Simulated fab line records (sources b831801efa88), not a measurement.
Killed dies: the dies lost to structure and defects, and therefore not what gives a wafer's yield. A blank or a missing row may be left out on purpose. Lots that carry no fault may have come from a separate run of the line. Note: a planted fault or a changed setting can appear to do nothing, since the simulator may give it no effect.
fab line records	flow gf180mcu
[record] lots = 13	wafers = 37	lastDay = 34
route steps=602 shown STI@13 VT_IMPLANT@111
lots untouched by any fault: they come from a run of this same line in which no faults occurred
startH: hours from the record's first day to the start of the lot's first wafer shown	waitH: hours elapsed since this lot's preceding step	" unchanged from the row above	L1.1+2: one row covering several wafers at once	- no value present, or no start provided	* or withheld: withheld	< > ~ a bound
route shown NAME@n: NAME is a module with steps in the file, n the number in the route of the first one	usual: the fault-free wafers' mean and standard deviation	same: alike in all rows	chamber/n: place in a boat	sites: readings site by site	_std_site: the standard deviation of these	_edge_site: outer sites' mean less inner sites'	radiusMm: for every site, how far away it sits from the centre of the wafer	mask NAME#n: copy n	behind: the last tool/chamber to shape the wafer	hold: why the lot was held/for how many hours/how that ended	device: the n, p or np transistor that did not switch	end of line: the route-end tests of the same wafers	a step with no rows: only its recipe	killed: count of dies lost to structure and defects at first sort (not the wafer's yield)	map: a wafer's dies, marking killed ones x, the rest . and places with no die _
set.NAME: the setting as run; set.NAME@STEP: as run at that earlier step	model.NAME: the simulator's own value behind a step, which no gauge read
route steps across a sampled set of lots; one table per step, one row per wafer
services: a tool's chamber out of use, with start hour (startH, from the record's first day; less than 0 if before it), hours out, and reason
[[steps]]
[step GF_STI_CD_MEAS_12]
[recipe] targetCdNm = 220
[usual] cdNm = 220.0/1.7
lot.wafer	tool	chamber	startH	waitH	cdNm
L563.2	cdSem-02	-	24.88	0.1	217.7
L563.4	"	-	"	"	219.6
L563.5	"	-	"	"	219.8
L564.1	cdSem-02	-	30.04	0.1	219.5
L564.3	"	-	"	"	220.0
L564.6	"	-	"	"	220.3
L565.1	cdSem-01	-	36.11	0.1	221.1
L565.2	"	-	"	"	221.5
L565.5	"	-	"	"	220.9
L566.1	cdSem-02	-	42.46	0.1	219.9
L566.3	"	-	"	"	218.9
L566.5	"	-	"	"	217.3
L567.1	cdSem-01	-	47.41	0.1	223.2
L567.4	"	-	"	"	224.0
L567.5	"	-	"	"	223.9
L568.1	cdSem-01	-	51.41	0.1	216.8
L568.5	"	-	"	"	218.9
L568.6	"	-	"	"	217.1
L573.1	cdSem-01	-	77.16	0.1	220.8
L573.5	"	-	"	"	219.8
L575.1	cdSem-01	-	87.86	0.1	222.6
L575.4	"	-	"	"	221.3
L576.1	cdSem-01	-	91.41	0.1	218.0
L576.4	"	-	"	"	216.7
L576.5	"	-	"	"	217.5
L583.1	cdSem-01	-	127.76	0.1	220.5
L583.3	"	-	"	"	221.6
L583.4	"	-	"	"	220.7
L584.3	cdSem-01	-	133.38	0.1	218.8
L584.4	"	-	"	"	219.3
L584.5	"	-	"	"	218.8
L585.3	cdSem-01	-	138.25	0.1	216.5
L585.5	"	-	"	"	216.9
L585.6	"	-	"	"	217.4
L586.2	cdSem-01	-	143.46	0.1	221.9
L586.4	"	-	"	"	222.3
L586.5	"	-	"	"	222.3
[step GF_STI_ETCH_14]
[recipe] target = Si	chemistry = HBr/Cl2/O2	targetDepthNm = 360	icpW = 600	biasW = 150	pressureMtorr = 15	HBr_flow_sccm = 150	Cl2_flow_sccm = 40	O2_flow_sccm = 6	timeS = 102.9
[usual] drypumpMotorCurrentA = 5.8/0.42	oesProductAu = 1.002/0.015	throttleValvePct = 25.655/0.013
lot.wafer	tool	chamber	startH	waitH	drypumpMotorCurrentA	oesProductAu	rfHoursCounterH	throttleValvePct
L563.2	rieSi-02	2	25.06	0.0	6.6	0.987	142	25.648
L563.4	"	2	"	"	6.6	0.994	-	25.673
L563.5	"	0	"	"	5.5	1.006	-	25.659
L564.1	rieSi-02	2	30.24	0.0	6.6	0.993	142	25.659
L564.3	"	1	"	"	5.7	0.990	2	25.666
L564.6	"	2	"	"	6.6	0.990	-	25.667
L565.1	rieSi-02	3	36.31	0.0	5.4	1.019	0	25.640
L565.2	"	2	"	"	6.6	0.999	142	25.662
L565.5	"	2	"	"	6.6	0.980	-	25.674
L566.1	rieSi-02	2	42.66	0.0	6.6	0.995	142	25.667
L566.3	"	0	"	"	5.5	1.020	4	25.647
L566.5	"	2	"	"	6.6	0.996	-	25.644
L567.1	rieSi-01	2	47.61	0.0	5.8	1.008	84	25.658
L567.4	"	1	"	"	5.3	1.010	80	25.637
L567.5	"	3	"	"	5.7	0.989	-	25.646
L568.1	rieSi-02	3	51.61	0.0	5.4	1.010	0	25.653
L568.5	"	3	"	"	5.4	1.013	-	25.614
L568.6	"	2	"	"	6.6	0.991	-	25.675
L573.1	rieSi-02	3	77.36	0.0	5.4	0.813	0	25.788
L573.5	"	2	"	"	6.6	0.979	-	25.655
L575.1	rieSi-02	1	88.06	0.0	5.7	0.776	3	25.804
L575.4	"	2	"	"	6.6	1.006	142	25.665
L576.1	rieSi-02	2	91.61	0.0	6.6	0.781	142	25.797
L576.4	"	3	"	"	5.4	1.020	1	25.642
L576.5	"	2	"	"	6.6	0.984	-	25.661
L583.1	rieSi-01	0	127.96	0.0	6.3	1.000	0	25.655
L583.3	"	1	"	"	5.3	1.022	81	25.638
L583.4	"	2	"	"	5.8	1.000	85	25.638
L584.3	rieSi-01	2	133.54	0.0	5.8	0.994	85	25.652
L584.4	"	3	"	"	5.7	0.997	1	25.674
L584.5	"	0	"	"	6.3	1.001	-	25.642
L585.3	rieSi-01	2	138.41	0.0	5.8	0.999	85	25.660
L585.5	"	3	"	"	5.6	0.993	-	25.661
L585.6	"	2	"	"	5.8	0.986	-	25.660
L586.2	rieSi-01	1	143.64	0.0	5.3	1.014	81	25.649
L586.4	"	0	"	"	6.3	0.996	0	25.670
L586.5	"	0	"	"	6.3	0.977	-	25.664
[step GF_STI_STRIP_15]
[recipe] chemistry = O2/N2	powerW = 1400	pressureMtorr = 1500	platenTempC = 250	o2FlowSccm = 3000	n2FlowSccm = 300	overashFraction = 0.5
[usual] drypumpMotorCurrentA = 5.81/0.16	heaterPowerW = 322/27	oesProductAu = 0.384/0.0049	stripTimeToEndpointS = 3.74/0.056
lot.wafer	tool	chamber	startH	waitH	drypumpMotorCurrentA	heaterPowerW	oesProductAu	rfHoursCounterH	stripTimeToEndpointS
L563.2	plasmaAsher-03	0	25.13	0.0	6.02	312	0.382	38	3.72
L563.4	"	0	"	"	6.02	307	0.389	-	3.77
L563.5	"	1	"	"	5.81	331	0.381	-	3.73
L564.1	plasmaAsher-01	1	30.32	0.0	5.86	339	0.382	38	3.64
L564.3	"	1	"	"	5.85	348	0.383	-	3.75
L564.6	"	1	"	"	5.84	336	0.386	-	3.77
L565.1	plasmaAsher-02	0	36.38	0.0	5.62	333	0.379	22	3.72
L565.2	"	1	"	"	5.61	345	0.397	22	3.79
L565.5	"	1	"	"	5.58	344	0.388	-	3.78
L566.1	plasmaAsher-01	0	42.73	0.0	6.04	276	0.381	39	3.83
L566.3	"	1	"	"	5.84	336	0.381	-	3.81
L566.5	"	1	"	"	5.87	337	0.390	-	3.81
L567.1	plasmaAsher-01	1	47.68	0.0	5.85	345	0.382	40	3.70
L567.4	"	1	"	"	5.86	340	0.386	-	3.71
L567.5	"	0	"	"	6.01	281	0.376	-	3.72
L568.1	plasmaAsher-02	0	51.68	0.0	5.67	343	0.378	23	3.66
L568.5	"	1	"	"	5.59	340	0.381	-	3.63
L568.6	"	0	"	"	5.66	341	0.386	-	3.78
L573.1	plasmaAsher-02	0	77.43	0.0	5.62	344	0.400	26	4.10
L573.5	"	1	"	"	5.64	331	0.380	-	3.79
L575.1	plasmaAsher-03	0	88.13	0.0	6.00	303	0.408	44	4.15
L575.4	"	0	"	"	6.02	303	0.376	-	3.68
L576.1	plasmaAsher-02	0	91.68	0.0	5.65	338	0.403	27	4.18
L576.4	"	1	"	"	5.61	338	0.386	-	3.66
L576.5	"	0	"	"	5.65	335	0.392	-	3.75
L583.1	plasmaAsher-03	0	128.03	0.0	6.01	303	0.390	49	3.71
L583.3	"	0	"	"	6.05	311	0.376	-	3.69
L583.4	"	1	"	"	5.79	327	0.386	-	3.72
L584.3	plasmaAsher-01	1	133.65	0.1	5.89	342	0.380	-	3.67
L584.4	"	0	"	"	5.97	275	0.381	-	3.85
L584.5	"	1	"	"	5.86	333	0.382	-	3.82
L585.3	plasmaAsher-01	0	138.51	0.1	5.98	273	0.387	-	3.80
L585.5	"	1	"	"	5.86	340	0.389	-	3.80
L585.6	"	0	"	"	5.99	280	0.386	-	3.79
L586.2	plasmaAsher-02	1	143.72	0.0	5.60	336	0.385	33	3.67
L586.4	"	0	"	"	5.64	344	0.389	-	3.82
L586.5	"	0	"	"	5.62	346	0.391	-	3.84
[step GF_VT_IMPLANT_TW_MEAS_21]
[usual] VT_IMPLANT_2_TW = 1200/12
lot.wafer	tool	chamber	startH	waitH	VT_IMPLANT_2_TW
L563.2	filmMetro-04	-	126.54	0.1	1219
L563.4	"	-	"	"	1225
L563.5	"	-	"	"	1221
L564.1	filmMetro-02	-	133.39	0.1	1211
L564.3	"	-	"	"	1202
L564.6	"	-	"	"	1208
L565.1	filmMetro-01	-	138.89	0.1	1192
L565.2	"	-	"	"	1182
L565.5	"	-	"	"	1184
L566.1	filmMetro-01	-	144.34	0.1	1178
L566.3	"	-	"	"	1184
L566.5	"	-	"	"	1176
L567.1	filmMetro-04	-	152.94	0.1	1218
L567.4	"	-	"	"	1220
L567.5	"	-	"	"	1216
L568.1	filmMetro-01	-	158.88	0.1	1181
L568.5	"	-	"	"	1180
L568.6	"	-	"	"	1182
L573.1	filmMetro-01	-	188.14	0.1	1192
L573.5	"	-	"	"	1199
L575.1	filmMetro-02	-	202.88	0.1	1210
L575.4	"	-	"	"	1207
L576.1	filmMetro-01	-	207.59	0.1	1192
L576.4	"	-	"	"	1201
L576.5	"	-	"	"	1199
L583.1	filmMetro-01	-	252.74	0.1	1197
L583.3	"	-	"	"	1189
L583.4	"	-	"	"	1191
L584.3	filmMetro-02	-	257.16	0.1	1199
L584.4	"	-	"	"	1207
L584.5	"	-	"	"	1198
L585.3	filmMetro-04	-	264.26	0.1	1222
L585.5	"	-	"	"	1219
L585.6	"	-	"	"	1219
L586.2	filmMetro-02	-	270.40	0.1	1202
L586.4	"	-	"	"	1203
L586.5	"	-	"	"	1204
[step GF_VT_IMPLANT_OVL_MEAS_40]
[usual] VT_IMPLANT_03_OVL = -1.0/1.3
lot.wafer	tool	chamber	startH	waitH	VT_IMPLANT_03_OVL[nm]
L563.2	overlay-01	-	158.06	0.1	0.9
L563.4	"	-	"	"	0.0
L563.5	"	-	"	"	-1.6
L564.1	overlay-01	-	164.31	0.1	0.1
L564.3	"	-	"	"	0.0
L564.6	"	-	"	"	-1.1
L565.1	overlay-02	-	171.00	0.1	-1.1
L565.2	"	-	"	"	-1.8
L565.5	"	-	"	"	-2.7
L566.1	overlay-01	-	177.00	0.1	-0.5
L566.3	"	-	"	"	-2.4
L566.5	"	-	"	"	-0.9
L567.1	overlay-01	-	185.10	0.1	-2.5
L567.4	"	-	"	"	0.8
L567.5	"	-	"	"	-2.3
L568.1	overlay-01	-	192.50	0.1	-1.1
L568.5	"	-	"	"	-0.4
L568.6	"	-	"	"	0.8
L573.1	overlay-01	-	221.75	0.1	-2.5
L573.5	"	-	"	"	-0.4
L575.1	overlay-01	-	238.01	0.1	-0.2
L575.4	"	-	"	"	-2.8
L576.1	overlay-02	-	242.45	0.1	0.2
L576.4	"	-	"	"	-0.3
L576.5	"	-	"	"	-0.8
L583.1	overlay-02	-	290.49	0.1	-2.9
L583.3	"	-	"	"	-2.8
L583.4	"	-	"	"	-2.0
L584.3	overlay-01	-	295.87	0.1	-1.9
L584.4	"	-	"	"	1.1
L584.5	"	-	"	"	-1.1
L585.3	overlay-02	-	303.32	0.1	-1.6
L585.5	"	-	"	"	0.7
L585.6	"	-	"	"	0.1
L586.2	overlay-02	-	310.90	0.1	1.4
L586.4	"	-	"	"	1.4
L586.5	"	-	"	"	1.2
[[services]]
tool	chamber	startH	hours	kind
plasmaAsher-02	-	5.99	1.9	repair
plasmaAsher-02	-	8.64	17.6	repair
rieSi-01	2	10.28	7.2	repair
plasmaAsher-01	-	35.97	0.4	repair
rieSi-01	1	53.31	1.0	repair
rieSi-01	-	53.37	2.8	pm
rieSi-01	-	79.01	0.5	repair
plasmaAsher-01	-	102.50	1.2	repair
rieSi-01	0	104.64	-	clean
rieSi-01	0	104.64	22.6	scheduledDown
rieSi-01	0	104.64	22.6	ventCycle
rieSi-02	2	116.74	9.4	repair
rieSi-02	2	126.12	-	clean
rieSi-02	2	126.12	21.1	scheduledDown
rieSi-02	2	126.12	21.1	ventCycle
rieSi-02	3	130.70	5.2	repair
[[key]]
[firstSign] step = GF_STI_ETCH_14	reading = oesProductAu	direction = down	sigmas = 14	usual = 1.002	struck = 0.790
[effect] step = GF_STI_ETCH_14	reading = throttleValvePct	direction = up	sigmas = 11	usual = 25.655	struck = 25.796
[effect] step = GF_STI_STRIP_15	reading = stripTimeToEndpointS	direction = up	sigmas = 7.3	usual = *	struck = *
metAt GF_STI_ETCH_14
struckLots L573,L575,L576
struckWafers L573.1,L575.1,L576.1
testerLeftOut L573,L575,L576
notActingAt GF_STI_CD_MEAS_12,GF_VT_IMPLANT_TW_MEAS_21,GF_VT_IMPLANT_OVL_MEAS_40
onsetBetween 51.61 77.36
[fault] kind = processParameterDrift	tool = rieSi-02	chamber = -	onsetH = 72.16	steps = GF_STI_ETCH_14	channel = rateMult	offset = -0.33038	shape = step	endH = 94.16	scope = struckWafersOnly
// testerLeftOut: of these lots the tester's yield and bins aren't shown, on N5 and GAA mostly nor the transistor test; their killed dies are dies lost to structure and defects alone, not to doping, threshold or leakage, so they don't give the yield
